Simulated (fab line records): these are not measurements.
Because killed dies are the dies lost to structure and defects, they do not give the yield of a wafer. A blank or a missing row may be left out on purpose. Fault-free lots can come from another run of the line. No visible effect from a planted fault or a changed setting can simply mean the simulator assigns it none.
Code-filled problem report in 8D (eight disciplines) form / flow gf180mcu / the parts of the form that need people (team, actions taken, sign-off) are left out

1. WHAT WENT WRONG
Wafers free of any fault read 199.8 nm (standard deviation 1.5) for POLY_GATE_CVD_00_THK at GF_POLY_GATE_THK_MEAS_01, against a mean of 179.1 nm on 6 wafers of 2 lots. Relative to the usual mean, that is a shift of -14 standard deviations.
The first sign was on wafer L712.1 at day 13 21:55, on film_metro-02. At this step, 36 wafers from 12 lots have a number in the record. Rule for "out" (also "out of limits"): further than 4 standard deviations from the usual mean. The rest of the wafers with a number are treated as sound.

2. WHAT THIS IS AND IS NOT
question=which readings at this step | is=POLY_GATE_CVD_00_THK | is not=-
question=which lots | is=L712, L713 | is not=L698, L699, L700, L702, L703, L704, L705, L710, L714, L715
question=which wafers of those lots | is=all that have a number | is not=-
question=read on which gauges | is=film_metro-01, film_metro-02 | is not=film_metro-03
question=when | is=from day 13 21:55 | is not=up to then (24 sound wafers); but 6 sound wafers of L714, L715 came after

3. WHAT RULES OUT EACH SUSPECT
Counting: a tool at any process step up to the reading remains a suspect when it ran all the lots that are out and ran no sound lot after the first of those.
- the gauge at GF_POLY_GATE_THK_MEAS_01: ruled out. The wafers that are out were read on 2 gauges (film_metro-01, film_metro-02).
- lpcvd-02 at GF_POLY_GATE_CVD_00 (deposits poly-Si, target thk 200 nm, time 1200 s): kept. It processed each lot that is out, first L712 at day 13 20:35, and no sound lot thereafter; up to then, the last sound lot it processed was L710 at day 13 01:54. On those wafers its own readings are out: susceptor_temp_C.
The count leaves lpcvd-02 at GF_POLY_GATE_CVD_00.

4. THE CAUSE (what the simulator had put in)
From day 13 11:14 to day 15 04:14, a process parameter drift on lpcvd-02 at GF_POLY_GATE_CVD_00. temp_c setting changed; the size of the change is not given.
Counting left only this tool.

5. THE CHAIN OF EFFECTS, in route order
Rows list readings where the struck wafers' mean (over those with a number) sits beyond 3 standard deviations from the usual. Only readings whose record carries a usual standard deviation are examined. hours: median over the lots of the time between each lot's start at the first step of this table that gives one and its start at this step. sigmas: the change, counted in usual standard deviations.
hours=0; step=GF_POLY_GATE_CVD_00; reading=spike_tc_bottom_C; usual=638.8 C; on struck wafers=632.6; change=-6.2; sigmas=-4.8
hours=0; step=GF_POLY_GATE_CVD_00; reading=spike_tc_centre_C; usual=620.4 C; on struck wafers=615.1; change=-5.3; sigmas=-4.8
hours=0; step=GF_POLY_GATE_CVD_00; reading=spike_tc_lower_C; usual=620.9 C; on struck wafers=616.2; change=-4.7; sigmas=-3.2
hours=0; step=GF_POLY_GATE_CVD_00; reading=spike_tc_upper_C; usual=619.8 C; on struck wafers=615.8; change=-4.0; sigmas=-3.7
hours=0; step=GF_POLY_GATE_CVD_00; reading=susceptor_temp_C; usual=620.02 C; on struck wafers=615.04; change=-4.98; sigmas=-17
hours=1; step=GF_POLY_GATE_THK_MEAS_01; reading=POLY_GATE_CVD_00_THK; usual=199.8 nm; on struck wafers=179.1; change=-20.7; sigmas=-14
hours=22; step=GF_POLY_GATE_ETCH_13; reading=oes_product_au; usual=0.987 a.u.; on struck wafers=0.927; change=-0.060; sigmas=-6.0
Process steps it contains:
- GF_POLY_GATE_CVD_00: deposits poly-Si, target thk 200 nm, time 1200 s.
- GF_POLY_GATE_ETCH_13: etches poly-Si in HBr/Cl2, stops on SiO2, target depth 198.5 nm, time 69.6 s.

6. WHAT WOULD HAVE CAUGHT IT SOONER
The first out-of-limits reading at a measuring or inspecting step in this record came at day 13 21:55, 11 hours after the fault's start at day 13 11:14.
At GF_POLY_GATE_CVD_00, the tool's own readings (susceptor_temp_C) were out on each struck wafer the step has a row for, so an alarm limit on them would have fired on the first such wafer.
L713, from the lots that are out (2), started GF_POLY_GATE_CVD_00 on lpcvd-02 later than day 13 21:55. It would have been spared by a hold on the tool at that moment.
